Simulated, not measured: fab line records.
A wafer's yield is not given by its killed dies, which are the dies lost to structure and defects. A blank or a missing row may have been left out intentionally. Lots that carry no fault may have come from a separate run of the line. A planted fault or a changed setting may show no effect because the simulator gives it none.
Shared-tool check ; flow gf180mcu ; 12 lots, 36 wafers sampled

WHY IT WAS OPENED
GF_LVPWELL_TW_MEAS_11, reading LVPWELL_TW: flagged on 3 of 12 lots. Fault-free wafers read 560, with a standard deviation of 4.5.
Rule: a lot is flagged in two cases, either no wafer of it has a number, or all its wafers with numbers fall more than 4 standard deviations from that mean. The other lots count as sound.

lot;measured;on;LVPWELL_TW, wafer by wafer;flag
L249;day 4 02:43;film_metro-03;559 558 558;
L250;day 4 05:35;film_metro-02;558 559 561;
L253;day 5 00:10;film_metro-03;551 554 554;
L255;day 5 08:31;film_metro-02;593 591 590;FLAGGED
L258;day 6 03:54;film_metro-03;589 588 586;FLAGGED
L261;day 6 17:37;film_metro-02;593 589 590;FLAGGED
L263;day 7 03:39;film_metro-03;558 559 553;
L264;day 7 09:59;film_metro-01;566 568 565;
L265;day 7 14:44;film_metro-01;565 564 565;
L266;day 7 20:26;film_metro-02;560 558 561;
L268;day 8 07:37;film_metro-01;564 564 563;
L272;day 9 05:34;film_metro-02;558 558 561;
The mean of the flagged lots' numbers is 590, +30 from the usual (+7 standard deviations).

EACH LOT AND THE TOOL IT RAN ON
The record keeps 1 process step preceding the reading, out of 602 steps on the route. Each cell gives the tool, then ch followed by the chambers the sampled wafers passed through, then the start.
lot;flag;GF_LVPWELL_IMPLANT_09
L249;;implanter-01 ch 0, day 4 02:29
L250;;implanter-02 ch 0, day 4 05:23
L253;;implanter-02 ch 0, day 4 23:55
L255;FLAGGED;implanter-02 ch 0, day 5 07:56
L258;FLAGGED;implanter-01 ch 0, day 6 03:22
L261;FLAGGED;implanter-02 ch 0, day 6 16:59
L263;;implanter-01 ch 0, day 7 03:24
L264;;implanter-03 ch 0, day 7 09:45
L265;;implanter-02 ch 0, day 7 14:30
L266;;implanter-02 ch 0, day 7 20:11
L268;;implanter-02 ch 0, day 8 07:22
L272;;implanter-03 ch 0, day 9 05:19
What is done by these steps:
- GF_LVPWELL_IMPLANT_09
- GF_LVPWELL_TW_MEAS_11

FLAGGED OVER TOTAL, TOOL BY TOOL (the gauges that took the reading come last)
step;tool;lots run;flagged;share of the flagged lots;sound lots run after its first flagged lot
GF_LVPWELL_IMPLANT_09;implanter-01;3;1;some;1 (L263)
GF_LVPWELL_IMPLANT_09;implanter-02;7;2;some;3 (L265,L266,L268)
GF_LVPWELL_IMPLANT_09;implanter-03;2;0;none;-
GF_LVPWELL_TW_MEAS_11;film_metro-01;3;0;none;-
GF_LVPWELL_TW_MEAS_11;film_metro-02;5;2;some;2 (L266,L272)
GF_LVPWELL_TW_MEAS_11;film_metro-03;4;1;some;1 (L263)

WHAT IS ALLOWED BY THE TABLE
No row of the table ran every flagged lot.

WHAT THE SIMULATOR PUT IN
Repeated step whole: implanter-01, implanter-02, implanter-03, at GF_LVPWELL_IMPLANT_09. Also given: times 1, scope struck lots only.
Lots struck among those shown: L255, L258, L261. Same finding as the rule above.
